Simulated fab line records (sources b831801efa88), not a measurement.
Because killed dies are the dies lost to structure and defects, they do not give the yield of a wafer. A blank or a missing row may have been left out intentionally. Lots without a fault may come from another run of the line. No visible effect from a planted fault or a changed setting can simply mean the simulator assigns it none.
Chamber matching    flow sky130    SKY_VIA2_CMP_02 on cmp-02 has 4 sister chambers
The step polishes SiO2. 19 wafers are shown with their chamber, then 9 later ones without.

== WAFERS PAIRED WITH THEIR CHAMBERS ==
wafer   chamber  motor_current_A (A)
L408.2  3        11.2
L408.3  2        9.6
L408.5  3        10.8
L409.1  2        9.9
L409.3  0        10.5
L409.5  0        9.8
L411.2  1        12.2
L411.4  3        10.8
L411.6  2        9.8
L413.3  2        9.5
L413.4  3        10.1
L413.5  2        9.2
L415.1  1        11.9
L415.3  0        10.4
L415.6  0        10.5
L416.2  3        10.4
L416.5  1        12.1
L416.6  0        10.1
L420.1  2        10.2

SIGNATURES, as means of the wafers listed above
reading          chamber 0  chamber 1  chamber 2  chamber 3  scatter within a chamber
motor_current_A  10.260     12.067     9.700      10.660     0.34
Rule: a wafer lies at a distance from a chamber equal to the root of the sum of squares, over the readings, of (its reading less the chamber's mean, divided by the reading's scatter). The wafer belongs to the nearest chamber; if the next one is less than 2 further off, it can't be placed. The scatter: the root of (the sum of the squares of (reading less its chamber's mean) over the shown wafers, divided by (wafers less chambers)).

== WAFERS MISSING THEIR CHAMBER ==
wafer   motor_current_A (A)
L420.5  10.8
L420.6  10.8
L421.3  12.6
L421.5  9.5
L422.2  11.9
L422.4  10.2
L427.1  9.4
L427.3  9.8
L427.5  10.2

== WHICH CHAMBER EACH WENT THROUGH ==
wafer   from the rows above           in truth
L420.5  can't be placed: 3 or 0       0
L420.6  can't be placed: 3 or 0       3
L421.3  1                             1
L421.5  can't be placed: 2 or 0       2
L422.2  1                             1
L422.4  can't be placed: 0 or 3 or 2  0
L427.1  can't be placed: 2 or 0       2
L427.3  can't be placed: 2 or 0       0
L427.5  can't be placed: 0 or 3 or 2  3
2 of 9 placed correctly. From these rows, 7 cannot be placed; in 7 the true chamber is one of the candidates. Placed wrongly: 0.
